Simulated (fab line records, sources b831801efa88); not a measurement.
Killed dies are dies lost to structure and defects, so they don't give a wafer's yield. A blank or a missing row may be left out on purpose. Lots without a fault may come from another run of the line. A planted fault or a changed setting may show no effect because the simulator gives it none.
Which tool did it? | flow sky130 | 10 lots, 30 wafers sampled, at 6 steps of a route of 708

WHAT THE GAUGES READ, wafer by wafer
SKY_VIA2_CD_MEAS_12: target cd 200 nm.
lot  | measured     | on        | cd_nm (nm)
L943 | day 36 20:18 | cd_sem-02 | 200.7 199.9 199.5
L947 | day 38 10:46 | cd_sem-01 | 198.2 199.2 198.9
L946 | day 38 12:46 | cd_sem-02 | 201.3 201.2 201.3
L948 | day 38 17:17 | cd_sem-02 | 202.0 200.2 200.1
L949 | day 38 18:50 | cd_sem-01 | 199.6 199.2 200.3
L951 | day 39 07:36 | cd_sem-02 | 197.5 196.6 196.1
L952 | day 39 17:21 | cd_sem-01 | 197.7 197.4 197.4
L954 | day 40 06:20 | cd_sem-02 | 199.8 197.5 198.4
L964 | day 43 00:58 | cd_sem-02 | 202.3 202.6 201.1
L965 | day 43 06:26 | cd_sem-02 | 199.0 199.7 200.7

SKY_CAPM_RS_MEAS_03: measures by four-point-probe.
lot  | measured     | on            | CAPM_TIN_RS (ohm/sq)
L943 | day 36 22:10 | film_metro-01 | 7.00 6.98 6.93
L947 | day 38 12:41 | film_metro-03 | 6.97 6.82 6.99
L946 | day 38 14:58 | film_metro-02 | 6.88 6.83 6.96
L948 | day 38 19:22 | film_metro-01 | 6.83 6.80 6.84
L949 | day 38 20:54 | film_metro-02 | 6.82 6.86 6.81
L951 | day 39 09:38 | film_metro-03 | 6.96 6.96 6.87
L952 | day 39 19:19 | film_metro-02 | 6.90 7.03 6.94
L954 | day 40 08:14 | film_metro-03 | 6.87 6.94 6.93
L964 | day 43 03:20 | film_metro-01 | 8.91 8.98 8.88
L965 | day 43 08:22 | film_metro-03 | 9.07 9.01 9.03

SKY_CAPM_THK_MEAS_04: measures by xrf.
lot  | measured     | on            | CAPM_TIN_THK (nm)
L943 | day 36 22:17 | film_metro-01 | 196.2 196.1 197.5
L947 | day 38 12:48 | film_metro-03 | 197.6 202.5 197.6
L946 | day 38 15:04 | film_metro-02 | 197.0 200.7 196.0
L948 | day 38 19:29 | film_metro-01 | 201.3 201.8 200.1
L949 | day 38 21:01 | film_metro-02 | 199.4 197.8 200.9
L951 | day 39 09:46 | film_metro-03 | 197.9 198.2 199.8
L952 | day 39 19:25 | film_metro-02 | 198.6 195.6 199.1
L954 | day 40 08:20 | film_metro-03 | 199.4 198.1 198.3
L964 | day 43 03:27 | film_metro-01 | 155.4 154.5 155.6
L965 | day 43 08:28 | film_metro-03 | 152.3 153.7 152.7

WHICH TOOL RAN EACH LOT (tool, then ch and the chambers of the sampled wafers, then the start)
lot  | SKY_METAL2_SPUTTER_01        | SKY_VIA2_CVD_21               | SKY_CAPM_SPUTTER_02
L943 | pvd_sputter-02, day 34 14:08 | cvd_w-01 ch 0,1, day 36 21:13 | pvd_sputter-03, day 36 22:04
L947 | pvd_sputter-02, day 36 06:17 | cvd_w-01 ch 0,1, day 38 11:43 | pvd_sputter-04, day 38 12:34
L946 | pvd_sputter-01, day 36 07:34 | cvd_w-01 ch 0,1, day 38 14:01 | pvd_sputter-01, day 38 14:49
L948 | pvd_sputter-03, day 36 12:53 | cvd_w-02 ch 0, day 38 18:19   | pvd_sputter-01, day 38 19:14
L949 | pvd_sputter-03, day 36 14:28 | cvd_w-02 ch 0, day 38 19:49   | pvd_sputter-04, day 38 20:47
L951 | pvd_sputter-03, day 37 03:08 | cvd_w-02 ch 0, day 39 08:33   | pvd_sputter-01, day 39 09:32
L952 | pvd_sputter-01, day 37 13:02 | cvd_w-02 ch 0,1, day 39 18:20 | pvd_sputter-01, day 39 19:12
L954 | pvd_sputter-02, day 38 02:12 | cvd_w-01 ch 0,1, day 40 07:17 | pvd_sputter-01, day 40 08:05
L964 | pvd_sputter-01, day 40 23:44 | cvd_w-01 ch 0,1, day 43 01:53 | pvd_sputter-04, day 43 03:13
L965 | pvd_sputter-03, day 41 04:55 | cvd_w-02 ch 0,1, day 43 07:24 | pvd_sputter-04, day 43 08:13
- SKY_METAL2_SPUTTER_01: material TiN, target thk 20 nm, time 16.7 s.
- SKY_VIA2_CVD_21: deposits W, target thk 420 nm, time 126.4 s.
- SKY_CAPM_SPUTTER_02: material TiN, target thk 200 nm, time 166.7 s.

WHAT THE TOOLS THEMSELVES READ (means of the sampled wafers that have a number; where no wafer has one, the mark that the record gives instead)
SKY_METAL2_SPUTTER_01.
lot  | tool           | throttle_valve_pct (%)
L943 | pvd_sputter-02 | 30.5
L947 | pvd_sputter-02 | 30.0
L946 | pvd_sputter-01 | 31.7
L948 | pvd_sputter-03 | 29.5
L949 | pvd_sputter-03 | 29.4
L951 | pvd_sputter-03 | 29.2
L952 | pvd_sputter-01 | 30.3
L954 | pvd_sputter-02 | 29.8
L964 | pvd_sputter-01 | 31.0
L965 | pvd_sputter-03 | 30.0

SKY_VIA2_CVD_21.
lot  | tool     | heater_power_w (W)
L943 | cvd_w-01 | 837
L947 | cvd_w-01 | 837
L946 | cvd_w-01 | 840
L948 | cvd_w-02 | 851
L949 | cvd_w-02 | 840
L951 | cvd_w-02 | 853
L952 | cvd_w-02 | 907
L954 | cvd_w-01 | 812
L964 | cvd_w-01 | 793
L965 | cvd_w-02 | 922

SKY_CAPM_SPUTTER_02.
lot  | tool           | throttle_valve_pct (%)
L943 | pvd_sputter-03 | 29.7
L947 | pvd_sputter-04 | 30.1
L946 | pvd_sputter-01 | 30.8
L948 | pvd_sputter-01 | 30.9
L949 | pvd_sputter-04 | 30.1
L951 | pvd_sputter-01 | 30.4
L952 | pvd_sputter-01 | 31.4
L954 | pvd_sputter-01 | 30.6
L964 | pvd_sputter-04 | 29.9
L965 | pvd_sputter-04 | 30.5

THE ANSWER, worked out from the rows above alone
Rule: what is usual is taken from the lots themselves. Put in order of their means at a reading, lots are off if they are a third of the lots or fewer, leave a main group of 4 or more, and stand apart from it by a gap of 3 or more times the standard deviation of the main group's means; of several such gaps the widest counts. A main group whose means are all the same, to the digits that the tables above print for the reading, isn't used. A lot without any number at a reading at which 4 lots or more have one is off too. The other lots that the step has rows for count as sound. The gauges are gone through in route order, then the tools' own readings, and for those a lot's mean is taken as printed above. The first step at which some lot is off is used, and at that step the reading that is off furthest; a lot without a number counts as furthest.
Off: L964, L965, at SKY_CAPM_RS_MEAS_03 (CAPM_TIN_RS). The main group: mean 6.91 ohm/sq, standard deviation 0.051.
A tool fits if, at a process step before that reading, it ran every lot that is off, and no sound lot after the first of them. The gauges at SKY_CAPM_RS_MEAS_03 are tried like those tools. One fits: pvd_sputter-04 at SKY_CAPM_SPUTTER_02. Its last sound lot is L949 (day 38 20:47), its first lot that is off L964 (day 43 03:13): a fault that began between those two fits.

WHAT THE SIMULATOR HAD PUT IN
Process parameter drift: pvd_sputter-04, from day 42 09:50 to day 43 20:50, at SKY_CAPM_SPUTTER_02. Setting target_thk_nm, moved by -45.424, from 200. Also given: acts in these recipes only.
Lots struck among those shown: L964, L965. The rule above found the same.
